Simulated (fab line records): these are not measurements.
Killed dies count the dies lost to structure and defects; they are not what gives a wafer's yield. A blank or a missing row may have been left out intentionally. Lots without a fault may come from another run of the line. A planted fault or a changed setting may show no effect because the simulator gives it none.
fab line records	flow gf180mcu	part 1 of 2: steps 1 to 28 of 39
[record] lots = 5	wafers = 15	last-day = 34
route steps=602 shown V5@555 TOP_METAL@567 PASSIVATION@587
lots that met no fault: from a run of the same line without faults
start-h: hours from the record's first day to the start of the lot's first wafer shown	wait-h: time in hours since the lot's previous step	" unchanged from the row above	L1.1+2: a row that stands for several wafers	- no value present, or no start provided	* or withheld: withheld	< > ~ a bound
route shown NAME@n: names a module that has steps shown in the file, with the first one's number in the route	usual: mean/standard deviation taken from wafers without a fault	same: alike in all rows	chamber/n: place in a boat	sites: each site's reading	_std_site: standard deviation across them	_edge_site: inner sites' mean taken away from outer sites' mean	radius-mm: for every site, how far away it sits from the centre of the wafer	mask NAME#n: copy n	behind: tool/chamber where the wafer was last shaped	hold: the reason the lot was held/the length of the hold in hours/how it ended	device: whichever transistor did not switch (one of n, p or np)	end of line: the route-end tests of the same wafers	a step with no rows: only its recipe	killed: the dies lost at the first sort to structure and to defects; this is not the yield of the wafer	map: a wafer's dies, x killed, . not, _ none there
set.NAME: the setting as run; set.NAME@STEP: as run at that earlier step	model.NAME: the simulator's own value behind a step, which no gauge read
lots at selected steps of the route; one table per step, one row per wafer
services: a tool's chamber out of use, with start hour (start-h, from the record's first day; less than 0 if before it), hours out, and reason
[[steps]]
[step GF_V5_OVL_MEAS_15]
[usual] V5_OVL = 4/3.9
lot.wafer	tool	chamber	start-h	wait-h	V5_OVL[nm]
L077.2	overlay-01	-	649.64	0.1	-2
L077.5	"	-	"	"	5
L077.6	"	-	"	"	3
L082.2	overlay-02	-	688.96	0.1	11
L082.4	"	-	"	"	9
L082.5	"	-	"	"	4
L084.1	overlay-01	-	703.98	0.1	-1
L084.3	"	-	"	"	1
L084.5	"	-	"	"	3
L086.4	overlay-02	-	716.50	0.1	-2
L086.5	"	-	"	"	-3
L086.6	"	-	"	"	4
L095.1	overlay-01	-	772.93	0.1	6
L095.2	"	-	"	"	14
L095.3	"	-	"	"	5
[step GF_V5_ETCH_16]
[recipe] chemistry = N2/H2	target-depth-a = withheld	overetch-a = withheld	time-s = withheld	target = BARC	ion-energy-ev = 200	source-w = 500	bias-w = 100	pressure-mtorr = 30	n2-flow-sccm = 100	h2-flow-sccm = 200
[usual] drypump-motor-current-A = 5.6/0.52	oes-product-au = 0.855/0.0047	throttle-valve-pct = 13.225/0.0097
lot.wafer	tool	chamber	start-h	wait-h	drypump-motor-current-A	oes-product-au	throttle-valve-pct
L077.2	rie-diel-02	2	649.67	0.0	5.8	0.859	13.222
L077.5	"	1	"	"	5.0	0.853	13.221
L077.6	"	2	"	"	5.8	0.856	13.236
L082.2	rie-diel-01	0	688.99	0.0	4.9	0.848	13.220
L082.4	"	0	"	"	4.9	0.850	13.232
L082.5	"	3	"	"	6.4	0.864	13.221
L084.1	rie-diel-01	2	704.02	0.0	6.3	0.851	13.215
L084.3	"	1	"	"	6.2	0.860	13.208
L084.5	"	2	"	"	6.2	0.852	13.223
L086.4	rie-diel-02	3	716.53	0.0	6.1	0.863	13.229
L086.5	"	1	"	"	5.0	0.856	13.219
L086.6	"	0	"	"	5.3	0.854	13.212
L095.1	rie-diel-02	3	772.97	0.0	6.0	0.857	13.236
L095.2	"	0	"	"	5.3	0.855	13.218
L095.3	"	1	"	"	5.0	0.855	13.228
[step GF_V5_ETCH_17]
[recipe] chemistry = C4F8/O2/Ar	mask-material = KrF	target = SiO2	stop-on = TiN	source-w = 1500	bias-w = 1200	pressure-mtorr = 40	c4f8-flow-sccm = withheld	O2_flow_sccm = 6	Ar_flow_sccm = 300	time-s = withheld	target-depth-a = 8550
[usual] oes-product-au = 0.859/0.0046
lot.wafer	tool	chamber	start-h	wait-h	oes-product-au
L077.2	rie-diel-02	2	-	-	0.854
L077.5	"	1	"	"	0.868
L077.6	"	2	"	"	0.862
L082.2	rie-diel-01	0	-	-	0.859
L082.4	"	0	"	"	0.860
L082.5	"	3	"	"	0.861
L084.1	rie-diel-01	2	-	-	0.858
L084.3	"	1	"	"	0.857
L084.5	"	2	"	"	0.851
L086.4	rie-diel-02	3	-	-	0.852
L086.5	"	1	"	"	0.861
L086.6	"	0	"	"	0.857
L095.1	rie-diel-02	3	-	-	0.858
L095.2	"	0	"	"	0.865
L095.3	"	1	"	"	0.861
[step GF_V5_STRIP_18]
[recipe] chemistry = O2/N2	power-w = 1400	pressure-mtorr = 1500	platen-temp-c = 250	o2-flow-sccm = 3000	n2-flow-sccm = 300	overash-fraction = 0.5
[usual] drypump-motor-current-A = 5.6/0.6	heater-power-w = 326/30	oes-product-au = 0.568/0.0045
lot.wafer	tool	chamber	start-h	wait-h	drypump-motor-current-A	heater-power-w	oes-product-au	rf-hours-counter-h
L077.2	plasma-asher-03	1	649.82	-	6.2	351	0.573	106
L077.5	"	0	"	"	5.1	284	0.572	-
L077.6	"	1	"	"	6.1	349	0.566	-
L082.2	plasma-asher-01	0	689.15	-	4.9	370	0.572	88
L082.4	"	0	"	"	4.9	367	0.569	-
L082.5	"	0	"	"	4.9	365	0.572	-
L084.1	plasma-asher-04	0	704.17	-	6.7	291	0.566	28
L084.3	"	0	"	"	6.7	286	0.569	-
L084.5	"	1	"	"	5.4	345	0.565	-
L086.4	plasma-asher-03	0	716.70	-	5.1	283	0.572	-
L086.5	"	1	"	"	6.2	340	0.570	-
L086.6	"	0	"	"	5.1	285	0.573	-
L095.1	plasma-asher-04	1	773.12	-	5.4	347	0.563	35
L095.2	"	0	"	"	6.7	294	0.570	35
L095.3	"	0	"	"	6.7	292	0.569	-
[step GF_V5_STRIP_19]
[recipe] chemistry = post-etch-residue-remover	time-s = 1200	temp-c = 72.5
lot.wafer	tool	chamber	start-h	wait-h
L077.2+5+6	wet-bench-03	3	649.92	0.1
L082.2+4+5	wet-bench-02	2	689.25	0.1
L084.1+3+5	wet-bench-03	3	704.27	0.1
L086.4+5+6	wet-bench-04	0	716.77	0.0
L095.1+2+3	wet-bench-02	1	773.26	0.1
[step GF_V5_CLEAN_20]
[recipe] chemistry = DIW	dry = n2-spin
lot.wafer	tool	chamber	start-h	wait-h
L077.2+5+6	wet-bench-04	0	650.61	0.0
L082.2+4+5	wet-bench-03	1	689.59	0.0
L084.1+3+5	wet-bench-04	0	704.62	0.0
L086.4+5+6	wet-bench-02	1	717.11	0.0
L095.1+2+3	wet-bench-04	2	773.63	0.0
[step GF_V5_SPUTTER_21]
[recipe] material = Ti	target-thk-nm = 15	chamber-pressure-pa = 5	power-w = 2500	substrate-temp-c = 200	time-s = 80.02
[usual] throttle-valve-pct = 30.4/1.2
lot.wafer	tool	chamber	start-h	wait-h	throttle-valve-pct
L077.2	pvd-sputter-03	-	650.70	0.0	29.4
L077.5	"	-	"	"	30.4
L077.6	"	-	"	"	29.5
L082.2	pvd-sputter-03	-	689.68	0.0	29.1
L082.4	"	-	"	"	29.3
L082.5	"	-	"	"	30.4
L084.1	pvd-sputter-01	-	704.72	0.0	29.6
L084.3	"	-	"	"	30.0
L084.5	"	-	"	"	32.6
L086.4	pvd-sputter-03	-	717.20	0.0	30.0
L086.5	"	-	"	"	31.6
L086.6	"	-	"	"	29.9
L095.1	pvd-sputter-01	-	773.72	0.0	30.2
L095.2	"	-	"	"	29.5
L095.3	"	-	"	"	32.6
[step GF_V5_SPUTTER_22]
[recipe] material = TiN	target-thk-nm = 10	chamber-pressure-pa = 5	power-w = 4000	time-s = 40
[usual] throttle-valve-pct = 30.4/1.1
lot.wafer	tool	chamber	start-h	wait-h	throttle-valve-pct
L077.2	pvd-sputter-03	-	650.76	0.0	29.7
L077.5	"	-	"	"	30.2
L077.6	"	-	"	"	29.7
L082.2	pvd-sputter-03	-	689.74	0.0	28.9
L082.4	"	-	"	"	29.7
L082.5	"	-	"	"	30.3
L084.1	pvd-sputter-01	-	704.79	0.0	29.8
L084.3	"	-	"	"	30.3
L084.5	"	-	"	"	32.5
L086.4	pvd-sputter-03	-	717.26	0.0	30.3
L086.5	"	-	"	"	31.9
L086.6	"	-	"	"	30.2
L095.1	pvd-sputter-01	-	773.79	0.0	30.0
L095.2	"	-	"	"	29.6
L095.3	"	-	"	"	32.8
[step GF_V5_CVD_23]
[recipe] material = W	target-thk-nm = 350	time-s = 104.9	temp-c = 400	pressure-torr = 40
[usual] heater-power-w = 871/91
lot.wafer	tool	chamber	start-h	wait-h	heater-power-w	since-wet-clean-h
L077.2	cvd-w-01	0	650.80	0.0	896	747
L077.5	"	0	"	"	885	-
L077.6	"	1	"	"	720	-
L082.2	cvd-w-01	0	689.78	0.0	896	786
L082.4	"	0	"	"	891	-
L082.5	"	0	"	"	872	-
L084.1	cvd-w-02	0	704.82	0.0	982	301
L084.3	"	1	"	"	871	-
L084.5	"	0	"	"	972	-
L086.4	cvd-w-02	0	717.34	0.1	973	-
L086.5	"	1	"	"	867	-
L086.6	"	0	"	"	979	-
L095.1	cvd-w-02	0	773.82	0.0	972	370
L095.2	"	1	"	"	853	370
L095.3	"	0	"	"	965	-
[step GF_V5_RS_MEAS_24]
[recipe] thk-meas-gauge = four-point-probe	reads = W_of_V5_CVD_23+TiN_of_V5_SPUTTER_22+Ti_of_V5_SPUTTER_21
[usual] V5_W_RS = 0.326/0.0032
lot.wafer	tool	chamber	start-h	wait-h	V5_W_RS[ohm/sq]
L077.2	film-metro-03	-	650.93	0.1	0.322
L077.5	"	-	"	"	0.323
L077.6	"	-	"	"	0.323
L082.2	film-metro-01	-	689.91	0.1	0.333
L082.4	"	-	"	"	0.331
L082.5	"	-	"	"	0.334
L084.1	film-metro-03	-	704.94	0.1	0.328
L084.3	"	-	"	"	0.328
L084.5	"	-	"	"	0.326
L086.4	film-metro-01	-	717.47	0.1	0.327
L086.5	"	-	"	"	0.326
L086.6	"	-	"	"	0.330
L095.1	film-metro-01	-	773.94	0.1	0.327
L095.2	"	-	"	"	0.324
L095.3	"	-	"	"	0.325
[step GF_V5_THK_MEAS_25]
[recipe] thk-meas-gauge = xrf	reads = W_of_V5_CVD_23
[usual] V5_W_THK = 350/6.8
lot.wafer	tool	chamber	start-h	wait-h	V5_W_THK[nm]
L077.2	film-metro-03	-	651.04	0.1	359
L077.5	"	-	"	"	359
L077.6	"	-	"	"	358
L082.2	film-metro-01	-	690.02	0.1	337
L082.4	"	-	"	"	340
L082.5	"	-	"	"	339
L084.1	film-metro-03	-	705.06	0.1	353
L084.3	"	-	"	"	355
L084.5	"	-	"	"	355
L086.4	film-metro-01	-	717.56	0.1	343
L086.5	"	-	"	"	345
L086.6	"	-	"	"	337
L095.1	film-metro-01	-	774.06	0.1	341
L095.2	"	-	"	"	345
L095.3	"	-	"	"	345
[step GF_V5_CMP_26]
[recipe] stop-on = SiO2	down-force-psi = 3.5	platen-rpm = 60	t-overpolish-s = 15	target-thk-nm = 0	pad-velocity-m-s = 0.94248
[usual] edge-zone-pressure-frac = 0.999/0.0048	motor-current-A = 10.8/0.99	overpolish-run-s = 15.001/0.0083	retaining-ring-pressure-frac = 0.999/0.0055	time-to-endpoint-s = 84/3.8
lot.wafer	tool	chamber	start-h	wait-h	edge-zone-pressure-frac	motor-current-A	overpolish-run-s	retaining-ring-pressure-frac	time-to-endpoint-s
L077.2	cmp-01	1	651.19	0.1	1.003	11.3	14.997	1.000	82
L077.5	"	3	"	"	0.998	12.2	15.001	0.993	86
L077.6	"	0	"	"	0.996	11.0	15.017	0.986	89
L082.4	cmp-01	0	690.29	0.2	1.003	10.6	15.000	1.003	83
L082.2	"	1	"	"	0.998	11.0	15.007	1.005	81
L082.5	"	1	"	"	0.999	11.7	14.995	1.006	81
L084.3	cmp-02	1	705.12	0.0	0.995	11.3	15.002	1.001	81
L084.1	"	0	"	"	0.997	11.2	14.994	0.999	90
L084.5	"	2	"	"	1.005	9.5	15.002	0.995	85
L086.4	cmp-02	2	717.74	0.2	1.010	9.7	14.996	1.001	84
L086.6	"	0	"	"	0.994	11.3	15.018	1.003	91
L086.5	"	1	"	"	1.000	11.6	15.001	0.997	82
L095.2	cmp-02	1	774.64	0.6	0.990	11.5	14.985	0.993	81
L095.3	"	2	"	"	1.001	9.5	15.006	0.999	88
L095.1	"	3	"	"	1.007	9.8	15.001	0.995	80
[step GF_TOP_METAL_SPUTTER_00]
[recipe] material = Ti	target-thk-nm = 37.5	arriving-ion-energy-ev = 80	substrate-temp-c = 200	chamber-pressure-pa = 2	power-w = 4000	time-s = 150
[usual] throttle-valve-pct = 30.2/0.91
lot.wafer	tool	chamber	start-h	wait-h	throttle-valve-pct
L077.2	pvd-sputter-04	-	651.39	0.1	30.7
L077.5	"	-	"	"	30.7
L077.6	"	-	"	"	29.0
L082.2	pvd-sputter-02	-	690.59	0.2	29.0
L082.4	"	-	"	"	29.8
L082.5	"	-	"	"	29.7
L084.1	pvd-sputter-02	-	705.42	0.1	29.1
L084.3	"	-	"	"	29.4
L084.5	"	-	"	"	29.6
L086.4	pvd-sputter-01	-	717.94	0.1	30.0
L086.5	"	-	"	"	32.0
L086.6	"	-	"	"	30.1
L095.1	pvd-sputter-02	-	774.94	0.1	29.1
L095.2	"	-	"	"	30.9
L095.3	"	-	"	"	29.9
[step GF_TOP_METAL_SPUTTER_01]
[recipe] material = TiN	target-thk-nm = 30	power-w = 6500	time-s = 25	chamber-pressure-pa = 0.4
[usual] throttle-valve-pct = 30.2/0.92
lot.wafer	tool	chamber	start-h	wait-h	throttle-valve-pct
L077.2	pvd-sputter-04	-	651.49	0.1	31.1
L077.5	"	-	"	"	30.9
L077.6	"	-	"	"	28.9
L082.2	pvd-sputter-02	-	690.69	0.1	29.2
L082.4	"	-	"	"	29.9
L082.5	"	-	"	"	29.6
L084.1	pvd-sputter-02	-	705.52	0.1	28.9
L084.3	"	-	"	"	29.4
L084.5	"	-	"	"	29.6
L086.4	pvd-sputter-01	-	718.04	0.1	30.5
L086.5	"	-	"	"	31.9
L086.6	"	-	"	"	30.4
L095.1	pvd-sputter-02	-	775.04	0.1	28.8
L095.2	"	-	"	"	30.7
L095.3	"	-	"	"	29.5
[step GF_TOP_METAL_SPUTTER_02]
[recipe] material = AlCu	target-thk-nm = 900	power-w = 10600	chamber-pressure-pa = 0.3	substrate-temp-c = 250	gas = Ar	time-s = 47.82
[usual] throttle-valve-pct = 30.2/0.91
lot.wafer	tool	chamber	start-h	wait-h	throttle-valve-pct
L077.2	pvd-sputter-04	-	651.52	0.0	31.3
L077.5	"	-	"	"	30.7
L077.6	"	-	"	"	29.3
L082.2	pvd-sputter-02	-	690.72	0.0	28.8
L082.4	"	-	"	"	29.6
L082.5	"	-	"	"	30.2
L084.1	pvd-sputter-02	-	705.55	0.0	28.8
L084.3	"	-	"	"	29.6
L084.5	"	-	"	"	29.5
L086.4	pvd-sputter-01	-	718.07	0.0	30.1
L086.5	"	-	"	"	31.3
L086.6	"	-	"	"	30.2
L095.1	pvd-sputter-02	-	775.07	0.0	29.3
L095.2	"	-	"	"	30.3
L095.3	"	-	"	"	29.6
[step GF_TOP_METAL_SPUTTER_03]
[recipe] material = Ti	target-thk-nm = 5	substrate-temp-c = 300	chamber-pressure-pa = 0.3	power-w = 3000	time-s = 3.3
[usual] throttle-valve-pct = 30.2/0.93
lot.wafer	tool	chamber	start-h	wait-h	throttle-valve-pct
L077.2	pvd-sputter-04	-	651.57	0.0	31.1
L077.5	"	-	"	"	31.0
L077.6	"	-	"	"	29.1
L082.2	pvd-sputter-02	-	690.77	0.0	29.1
L082.4	"	-	"	"	29.8
L082.5	"	-	"	"	29.9
L084.1	pvd-sputter-02	-	705.59	0.0	29.2
L084.3	"	-	"	"	29.4
L084.5	"	-	"	"	29.4
L086.4	pvd-sputter-01	-	718.11	0.0	30.6
L086.5	"	-	"	"	31.8
L086.6	"	-	"	"	30.1
L095.1	pvd-sputter-02	-	775.11	0.0	29.2
L095.2	"	-	"	"	30.5
L095.3	"	-	"	"	29.8
[step GF_TOP_METAL_SPUTTER_04]
[recipe] material = TiN	target-thk-nm = 25	power-w = 6500	time-s = 20.8	chamber-pressure-pa = 0.4
[usual] throttle-valve-pct = 30.2/0.88
lot.wafer	tool	chamber	start-h	wait-h	throttle-valve-pct
L077.2	pvd-sputter-04	-	651.58	0.0	31.2
L077.5	"	-	"	"	31.1
L077.6	"	-	"	"	29.2
L082.2	pvd-sputter-02	-	690.79	0.0	29.1
L082.4	"	-	"	"	30.0
L082.5	"	-	"	"	29.7
L084.1	pvd-sputter-02	-	705.61	0.0	29.2
L084.3	"	-	"	"	29.2
L084.5	"	-	"	"	29.4
L086.4	pvd-sputter-01	-	718.13	0.0	30.3
L086.5	"	-	"	"	32.0
L086.6	"	-	"	"	30.1
L095.1	pvd-sputter-02	-	775.13	0.0	28.8
L095.2	"	-	"	"	30.6
L095.3	"	-	"	"	29.7
[step GF_TOP_METAL_RS_MEAS_05]
[recipe] thk-meas-gauge = four-point-probe	reads = TiN_of_TOP_METAL_SPUTTER_04+Ti_of_TOP_METAL_SPUTTER_03+AlCu_of_TOP_METAL_SPUTTER_02+TiN_of_TOP_METAL_SPUTTER_01+Ti_of_TOP_METAL_SPUTTER_00
[usual] TOP_METAL_ALCU_RS = 0.0328/0.00044
lot.wafer	tool	chamber	start-h	wait-h	TOP_METAL_ALCU_RS[ohm/sq]
L077.2	film-metro-01	-	651.63	0.0	0.0323
L077.5	"	-	"	"	0.0329
L077.6	"	-	"	"	0.0325
L082.2	film-metro-01	-	690.83	0.0	0.0325
L082.4	"	-	"	"	0.0321
L082.5	"	-	"	"	0.0322
L084.1	film-metro-03	-	705.64	0.0	0.0331
L084.3	"	-	"	"	0.0330
L084.5	"	-	"	"	0.0331
L086.4	film-metro-03	-	718.22	0.1	0.0329
L086.5	"	-	"	"	0.0320
L086.6	"	-	"	"	0.0330
L095.1	film-metro-03	-	775.16	0.0	0.0336
L095.2	"	-	"	"	0.0337
L095.3	"	-	"	"	0.0330
[step GF_TOP_METAL_THK_MEAS_06]
[recipe] thk-meas-gauge = xrf	reads = AlCu_of_TOP_METAL_SPUTTER_02
[usual] TOP_METAL_ALCU_THK = 914/14
lot.wafer	tool	chamber	start-h	wait-h	TOP_METAL_ALCU_THK[nm]
L077.2	film-metro-01	-	651.74	0.1	918
L077.5	"	-	"	"	902
L077.6	"	-	"	"	920
L082.2	film-metro-01	-	690.94	0.1	918
L082.4	"	-	"	"	926
L082.5	"	-	"	"	928
L084.1	film-metro-03	-	705.76	0.1	907
L084.3	"	-	"	"	909
L084.5	"	-	"	"	909
L086.4	film-metro-03	-	718.31	0.1	917
L086.5	"	-	"	"	944
L086.6	"	-	"	"	912
L095.1	film-metro-03	-	775.28	0.1	901
L095.2	"	-	"	"	896
L095.3	"	-	"	"	912
[step GF_TOP_METAL_DEHYDRATE_07]
[recipe] temp-c = 200	time-s = 60
lot.wafer	tool	chamber	start-h	wait-h
L077.2+5+6	litho-track-04	0	660.26	8.5
L082.2+4+5	litho-track-03	0	699.44	8.5
L084.1+3+5	litho-track-02	0	714.45	8.7
L086.4+5+6	litho-track-03	0	726.74	8.4
L095.1+2+3	litho-track-04	0	782.03	6.7
[step GF_TOP_METAL_HMDS_08]
[recipe] prime-time-s = 60	prime-temp-c = 120
lot.wafer	tool	chamber	start-h	wait-h
L077.2+5+6	litho-track-04	0	660.41	0.1
L082.2+4+5	litho-track-03	0	699.59	0.1
L084.1+3+5	litho-track-02	0	714.60	0.1
L086.4+5+6	litho-track-03	0	726.89	0.1
L095.1+2+3	litho-track-04	0	782.18	0.1
[step GF_TOP_METAL_COAT_09]
[recipe] resist = NOVOLAK	spin-rpm = 3071	resist-thk-nm = 1500
lot.wafer	tool	chamber	start-h	wait-h
L077.2+5+6	litho-track-04	0	660.56	0.1
L082.2+4+5	litho-track-03	0	699.74	0.1
L084.1+3+5	litho-track-02	0	714.75	0.1
L086.4+5+6	litho-track-03	0	727.04	0.1
L095.1+2+3	litho-track-04	0	782.33	0.1
[step GF_TOP_METAL_SOFTBAKE_10]
[recipe] temp-c = 90	time-s = 60	resist = NOVOLAK
lot.wafer	tool	chamber	start-h	wait-h
L077.2+5+6	litho-track-04	0	660.71	0.1
L082.2+4+5	litho-track-03	0	699.89	0.1
L084.1+3+5	litho-track-02	0	714.90	0.1
L086.4+5+6	litho-track-03	0	727.19	0.1
L095.1+2+3	litho-track-04	0	782.48	0.1
[step GF_TOP_METAL_EXPOSE_11]
[recipe] mask-id = MetalTop	target-cd-nm = 440	na = 0.6	source-shape = conventional	sigma-outer = 0.6	dose-mj = 170
lot.wafer	tool	chamber	start-h	wait-h	mask
L077.2+5+6	iline-stepper-02	0	-	-	MetalTop#0
L082.2+4+5	iline-stepper-01	0	-	-	MetalTop#0
L084.1+3+5	iline-stepper-01	0	-	-	MetalTop#0
L086.4+5+6	iline-stepper-02	0	-	-	MetalTop#0
L095.1+2+3	iline-stepper-01	0	-	-	MetalTop#0
[step GF_TOP_METAL_PEB_12]
[recipe] temp-c = withheld	time-s = *	resist = NOVOLAK
lot.wafer	tool	chamber	start-h	wait-h
L077.2+5+6	litho-track-02	0	-	-
L082.2+4+5	litho-track-04	0	-	-
L084.1+3+5	litho-track-03	0	-	-
L086.4+5+6	litho-track-02	0	-	-
L095.1+2+3	litho-track-04	0	-	-
[step GF_TOP_METAL_DEVELOP_13]
[recipe] develop-time-s = 60	dev-temp-c = 23
lot.wafer	tool	chamber	start-h	wait-h
L077.2+5+6	litho-track-02	0	670.32	0.1
L082.2+4+5	litho-track-04	0	709.26	0.1
L084.1+3+5	litho-track-03	0	723.21	0.1
L086.4+5+6	litho-track-02	0	735.47	0.1
L095.1+2+3	litho-track-04	0	790.33	0.1
[step GF_TOP_METAL_CD_MEAS_14]
[recipe] target-cd-nm = 440
[usual] cd-nm = 438.5/2.4
lot.wafer	tool	chamber	start-h	wait-h	cd-nm
L077.2	cd-sem-02	-	670.47	0.1	441.7
L077.5	"	-	"	"	443.4
L077.6	"	-	"	"	442.3
L082.2	cd-sem-01	-	709.40	0.1	439.1
L082.4	"	-	"	"	439.0
L082.5	"	-	"	"	439.5
L084.1	cd-sem-02	-	723.36	0.1	438.0
L084.3	"	-	"	"	439.4
L084.5	"	-	"	"	437.6
L086.4	cd-sem-01	-	735.61	0.1	432.5
L086.5	"	-	"	"	437.1
L086.6	"	-	"	"	438.8
L095.1	cd-sem-01	-	790.48	0.1	437.6
L095.2	"	-	"	"	439.0
L095.3	"	-	"	"	436.8
[step GF_TOP_METAL_OVL_MEAS_15]
[usual] TOP_METAL_OVL = -1.4/1.2
lot.wafer	tool	chamber	start-h	wait-h	TOP_METAL_OVL[nm]
L077.2	overlay-01	-	670.57	0.1	-1.0
L077.5	"	-	"	"	-1.6
L077.6	"	-	"	"	1.6
L082.2	overlay-01	-	709.51	0.1	0.2
L082.4	"	-	"	"	0.8
L082.5	"	-	"	"	-0.5
L084.1	overlay-02	-	723.48	0.1	-0.9
L084.3	"	-	"	"	-0.3
L084.5	"	-	"	"	-1.0
L086.4	overlay-01	-	735.68	0.1	-1.1
L086.5	"	-	"	"	-2.0
L086.6	"	-	"	"	-0.8
L095.1	overlay-01	-	790.60	0.1	-0.9
L095.2	"	-	"	"	-1.0
L095.3	"	-	"	"	0.7
